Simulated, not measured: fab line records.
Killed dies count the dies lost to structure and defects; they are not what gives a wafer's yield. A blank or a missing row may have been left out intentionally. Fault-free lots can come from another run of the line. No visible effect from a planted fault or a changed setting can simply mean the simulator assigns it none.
The same fault as seen by 2 desks :: flow gf180mcu :: every desk sees just its own numbers, and what lay behind them comes last

== FROM THE METROLOGY DESK ==
What the gauges read for every lot (on any tool): the sampled wafers with a number, averaged. If a lot's mean is further than 4 standard deviations from the usual mean, the lot is out of limits and carries the mark OUT (the distance appears in the brackets).
Columns: A = STI_OXIDATION_02_THK at GF_STI_THK_MEAS_30, usual 10.10 nm; B = cdNm at GF_CONTACT_CD_MEAS_14, usual 219.9 nm
lot: L229
first seen here: day 2 05:51
A: 10.06
B: 218.9

lot: L232
first seen here: day 2 21:12
A: 10.24
B: 218.7

lot: L233
first seen here: day 3 02:22
A: 9.62
B: 220.1

lot: L235
first seen here: day 3 12:50
A: 10.26
B: 220.6

lot: L236
first seen here: day 3 18:50
A: 9.93
B: 220.3

lot: L237
first seen here: day 4 01:39
A: 10.36
B: 218.4

lot: L238
first seen here: day 4 05:56
A: 9.87
B: 220.1

lot: L239
first seen here: day 4 10:04
A: 10.29
B: 218.3

lot: L240
first seen here: day 4 15:35
A: 10.10
B: 219.9

lot: L241
first seen here: day 4 20:24
A: 10.12
B: 222.0

lot: L242
first seen here: day 5 00:53
A: 10.23
B: 219.0

lot: L247
first seen here: day 6 02:55
A: 10.34
B: 221.8

lot: L251
first seen here: day 6 23:11
A: 10.21
B: 219.7
This desk's verdict: no lot among the 13 shows anything out of limits.

== THE TOOL OWNER'S DESK: plasmaAsher-01 ==
The tool's own readings at GF_LVPWELL_STRIP_10 (strips in O2/N2): means of the sampled wafers that have a number, for each lot that ran on this tool. If a lot's mean is further than 4 standard deviations from the usual mean, the lot is out of limits and carries the mark OUT (the distance appears in the brackets).
Columns: A = chamberPressureMTorr at GF_LVPWELL_STRIP_10, usual 1500.4 mTorr; B = drypumpMotorCurrentA at GF_LVPWELL_STRIP_10, usual 5.79 A; C = heaterPowerW at GF_LVPWELL_STRIP_10, usual 353 W; D = oesProductAu at GF_LVPWELL_STRIP_10, usual 0.723 a.u.; E = stripTimeToEndpointS at GF_LVPWELL_STRIP_10, usual 36.91 s
lot: L233
first seen here: day 4 19:22
A: 1500.0
B: 5.82
C: 370
D: 0.724
E: 36.95

lot: L235
first seen here: day 5 08:38
A: 1500.1
B: 5.72
C: 386
D: 0.724
E: 37.00

lot: L237
first seen here: day 5 21:24
A: 1500.1
B: 5.70
C: 385
D: 0.725
E: 36.82

lot: L238
first seen here: day 6 01:32
A: 1500.8
B: 5.82
C: 370
D: 0.721
E: 36.82

lot: L239
first seen here: day 6 06:19
A: 1500.2
B: 5.80
C: 367
D: 0.725
E: 37.07

lot: L240
first seen here: day 6 10:17
A: 1201.1 (-99 or more) OUT
B: 5.80
C: 367
D: 0.688 (-8.6) OUT
E: 40.00 (+31) OUT

lot: L242
first seen here: day 6 22:30
A: 1200.2 (-99 or more) OUT
B: 5.73
C: 379
D: 0.688 (-8.5) OUT
E: 39.64 (+28) OUT
Finding of this desk: L240, L242 out of limits; the first was L240 at day 6 10:17, on chamberPressureMTorr at GF_LVPWELL_STRIP_10. In limits: L233, L235, L237, L238, L239.

== PUT TOGETHER ==
The tool owner's desk could have raised an alarm at day 6 10:17, on L240, L242.
At the metrology desk, nothing out of limits was observed.
The metrology desk holds a record of L240, L242, inside its limits.
All the named lots went through GF_LVPWELL_STRIP_10 on plasmaAsher-01.

== WHAT THE SIMULATOR HAD PUT IN ==
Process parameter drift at GF_LVPWELL_STRIP_10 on plasmaAsher-01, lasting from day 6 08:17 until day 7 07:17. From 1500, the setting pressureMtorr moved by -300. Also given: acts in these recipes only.
Struck lots among those shown: L240, L242.
Each desk's first reading out of limits, in hours after the fault started: the tool owner's desk, 2.
